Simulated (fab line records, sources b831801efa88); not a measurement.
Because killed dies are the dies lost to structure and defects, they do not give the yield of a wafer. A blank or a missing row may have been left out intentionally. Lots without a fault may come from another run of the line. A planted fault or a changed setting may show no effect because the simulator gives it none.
Which tool is to blame? + flow sky130 + Sampling: 12 lots, 36 wafers, 4 of 708 route steps

== WHAT THE GAUGES READ, wafer by wafer ==
SKY_CAP2M_OVL_MEAS_12. Usual: CAP2M_OVL -0.5 nm, standard deviation 1.3.
| lot  | measured     | on         | CAP2M_OVL (nm) | flag |
|------|--------------|------------|----------------|------|
| L769 | day 40 15:21 | overlay-02 | -0.5 -1.3 -1.5 |      |
| L771 | day 41 06:25 | overlay-02 | -1.4 -0.9 -2.6 |      |
| L772 | day 41 13:34 | overlay-02 | -0.4 -0.1 -1.6 |      |
| L773 | day 41 22:12 | overlay-02 | -0.6 -1.6 0.1  |      |
| L774 | day 42 11:26 | overlay-02 | -0.9 -0.3 -0.4 |      |
| L775 | day 42 21:02 | overlay-01 | 0.3 -1.2 -0.6  |      |
| L777 | day 43 02:10 | overlay-02 | -1.1 -1.7 -0.4 |      |
| L785 | day 45 23:33 | overlay-02 | -0.9 -2.7 0.0  |      |
| L787 | day 46 01:01 | overlay-01 | 0.9 2.2 1.1    |      |
| L789 | day 46 03:46 | overlay-01 | -1.5 -1.5 -2.6 |      |
| L790 | day 46 10:04 | overlay-01 | -1.6 -0.4 -0.3 |      |
| L791 | day 46 12:05 | overlay-02 | -1.3 -1.3 -0.8 |      |

SKY_METAL4_OVL_MEAS_14. Usual: METAL4_OVL -4 nm, standard deviation 5.5.
| lot  | measured     | on         | METAL4_OVL (nm) | flag |
|------|--------------|------------|-----------------|------|
| L769 | day 41 16:13 | overlay-01 | 5 -5 -12        |      |
| L771 | day 42 07:12 | overlay-02 | -10 -13 -5      |      |
| L772 | day 42 14:08 | overlay-01 | 0 -9 -6         |      |
| L773 | day 42 21:43 | overlay-02 | -4 6 -3         |      |
| L774 | day 43 11:08 | overlay-01 | -12 -7 -13      |      |
| L775 | day 43 20:29 | overlay-01 | -7 -6 -2        |      |
| L777 | day 44 01:40 | overlay-01 | -8 -12 -8       |      |
| L785 | day 46 20:50 | overlay-01 | -12 -10 -8      |      |
| L787 | day 46 22:00 | overlay-01 | -11 -9 -13      |      |
| L789 | day 47 00:47 | overlay-02 | 0 -6 -7         |      |
| L790 | day 47 07:29 | overlay-01 | -3 2 -2         |      |
| L791 | day 47 09:36 | overlay-02 | 4 -3 3          |      |

SKY_VIA4_THK_MEAS_01. Usual: VIA4_HDPCVD_THK 1743 nm, standard deviation 21.
| lot  | measured     | on           | VIA4_HDPCVD_THK (nm) | flag |
|------|--------------|--------------|----------------------|------|
| L769 | day 41 17:49 | filmMetro-03 | 1712 1745 1726       |      |
| L771 | day 42 08:32 | filmMetro-03 | 1746 1759 1751       |      |
| L772 | day 42 15:24 | filmMetro-02 | 1714 1714 1725       |      |
| L773 | day 42 22:53 | filmMetro-02 | 1769 1744 1776       |      |
| L774 | day 43 12:17 | filmMetro-03 | 2134 2120 2120       | OFF  |
| L775 | day 43 21:37 | filmMetro-02 | 2196 2179 2200       | OFF  |
| L777 | day 44 02:49 | filmMetro-03 | 2158 2186 2154       | OFF  |
| L785 | day 46 22:00 | filmMetro-03 | 1709 1734 1765       |      |
| L787 | day 46 23:10 | filmMetro-02 | 1720 1748 1752       |      |
| L789 | day 47 01:55 | filmMetro-04 | 1746 1727 1747       |      |
| L790 | day 47 08:38 | filmMetro-03 | 1738 1718 1765       |      |
| L791 | day 47 10:47 | filmMetro-02 | 1777 1759 1752       |      |

== EACH LOT AND THE TOOL THAT RAN IT (in order: tool; ch and the chambers of the sampled wafers; start) ==
| lot  | SKY_VIA4_HDPCVD_00               |
|------|----------------------------------|
| L769 | hdpcvd-01 ch 1, day 41 17:17     |
| L771 | hdpcvd-01 ch 0,2, day 42 08:20   |
| L772 | hdpcvd-02 ch 0,2, day 42 15:13   |
| L773 | hdpcvd-02 ch 0,1,2, day 42 22:42 |
| L774 | hdpcvd-02 ch 0,1,2, day 43 12:05 |
| L775 | hdpcvd-02 ch 0,1, day 43 21:26   |
| L777 | hdpcvd-02 ch 0,1, day 44 02:38   |
| L785 | hdpcvd-02 ch 0,1,2, day 46 21:49 |
| L787 | hdpcvd-01 ch 0,1,2, day 46 23:02 |
| L789 | hdpcvd-02 ch 0,2, day 47 01:45   |
| L790 | hdpcvd-02 ch 0,2, day 47 08:26   |
| L791 | hdpcvd-01 ch 0,1,2, day 47 10:40 |
- SKY_VIA4_HDPCVD_00: deposits SiO2, target thk 1750 nm, time 291.7 s.

== AS READ BY THE TOOLS THEMSELVES (means over the sampled wafers that have a number; for cases with no such wafer, the mark the record gives instead) ==
SKY_VIA4_HDPCVD_00. Usual: runLengthS reads 319.3 s (standard deviation 0.42).
| lot  | tool      | runLengthS (s) | flag |
|------|-----------|----------------|------|
| L769 | hdpcvd-01 | 319.3          |      |
| L771 | hdpcvd-01 | 319.6          |      |
| L772 | hdpcvd-02 | 318.8          |      |
| L773 | hdpcvd-02 | 319.3          |      |
| L774 | hdpcvd-02 | 389.3          | OFF  |
| L775 | hdpcvd-02 | 389.5          | OFF  |
| L777 | hdpcvd-02 | 389.1          | OFF  |
| L785 | hdpcvd-02 | 318.9          |      |
| L787 | hdpcvd-01 | 319.2          |      |
| L789 | hdpcvd-02 | 318.9          |      |
| L790 | hdpcvd-02 | 318.9          |      |
| L791 | hdpcvd-01 | 319.8          |      |

== THE ANSWER, worked out from the rows above alone ==
Rule: a lot is off if the mean of its wafers that have a number lies more than 3 standard deviations from the usual mean. A lot without any number at a reading at which 4 lots or more have one is off too. Where the step has rows for the other lots, those lots are counted as sound. The gauges are gone through in route order, then the tools' own readings, and for those a lot's mean is taken as printed above. At the first step where some lot is off, the reading lying furthest off is the one used; lots without a number count as furthest.
Off: at SKY_VIA4_THK_MEAS_01 (VIA4_HDPCVD_THK), L774, L775, L777.
If a tool, at a process step before that reading, ran all the lots that are off and no sound lot after the first of them, it fits. Not tried: the gauges at SKY_VIA4_THK_MEAS_01; whatever is off there is also off at SKY_VIA4_HDPCVD_00, on other tools, and gauge error can't account for it. No candidate that was tried fits.

== WHAT THE SIMULATOR HAD INSERTED ==
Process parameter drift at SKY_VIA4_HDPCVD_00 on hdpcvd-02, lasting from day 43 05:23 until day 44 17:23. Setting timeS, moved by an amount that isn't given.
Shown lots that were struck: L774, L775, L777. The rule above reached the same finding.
